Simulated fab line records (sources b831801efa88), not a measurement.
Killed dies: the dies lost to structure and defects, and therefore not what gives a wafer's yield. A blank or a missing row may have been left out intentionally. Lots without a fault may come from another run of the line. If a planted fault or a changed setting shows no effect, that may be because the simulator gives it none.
8D (eight disciplines) problem report, filled in by code + flow sky130 + the parts of the form that need people (team, actions taken, sign-off) are left out

## 1. THE ISSUE
Mean VIA2_OVL at SKY_VIA2_OVL_MEAS_13: 51 nm over 9 wafers in 3 lots; fault-free wafers: 1 nm, standard deviation 5.6. Measured from the usual mean, that is +9.0 standard deviations.
First observed at day 39 19:42: wafer L224.1, on overlay-02. The record has a number at this step for 36 wafers belonging to 12 lots. By rule, "out" or "out of limits" means more than 4 standard deviations away from the usual mean. All remaining wafers that have a number are taken as sound.

## 2. WHAT THIS IS AND IS NOT
| question                    | is                     | is not                                                                    |
|-----------------------------|------------------------|---------------------------------------------------------------------------|
| which readings at this step | VIA2_OVL               | -                                                                         |
| which lots                  | L224, L225, L228       | L213, L214, L217, L218, L219, L220, L222, L223, L234                      |
| which wafers of those lots  | all that have a number | -                                                                         |
| read on which gauges        | overlay-01, overlay-02 | -                                                                         |
| when                        | from day 39 19:42      | up to then (21 sound wafers); but 6 sound wafers of L223, L234 came after |

## 3. SUSPECTS, AND WHAT RULES EACH OUT
Counting: a tool at any process step up to the reading remains a suspect when it ran all the lots that are out and ran no sound lot after the first of those.
- the gauge at SKY_VIA2_OVL_MEAS_13 is ruled out. Those wafers that are out were read across 2 gauges (overlay-01, overlay-02).
- krf_scanner-01 at SKY_VIA2_EXPOSE_09 (exposes mask VIM2, target cd 200 nm): kept. All lots that are out passed through it, beginning with L224 at day 39 06:59, and no sound lot followed; its final sound lot before that point was L222 at day 38 22:07.
After counting, what remains is krf_scanner-01 at SKY_VIA2_EXPOSE_09.

## 4. THE CAUSE (what the simulator had put in)
Scanner matching overlay: krf_scanner-01, from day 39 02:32 on, at SKY_VIA2_EXPOSE_09. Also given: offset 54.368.
The count eliminated every tool but this one.

## 5. SEQUENCE OF EFFECTS, ordered by route
Rows list readings where the struck wafers' mean (over those with a number) sits beyond 3 standard deviations from the usual. Readings are gone through only where the record gives a usual standard deviation; hours: the median, over the lots, of the time from a lot's start at the first step in this table giving one to that lot's start at this step; sigmas: the change measured in usual standard deviations.
| hours | step                 | reading  | usual | on struck wafers | change | sigmas |
|-------|----------------------|----------|-------|------------------|--------|--------|
| 0     | SKY_VIA2_OVL_MEAS_13 | VIA2_OVL | 1 nm  | 51               | +50    | +9.0   |

## 6. WHAT WOULD HAVE CAUGHT IT SOONER
17 hours passed between the start of the fault at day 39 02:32 and the first reading out of limits at a measuring or inspecting step in this record, taken at day 39 19:42.
Lots out: 3; of these, L228 started SKY_VIA2_EXPOSE_09 on krf_scanner-01 after day 39 19:42. Had the tool been put on hold then, it would have been spared.
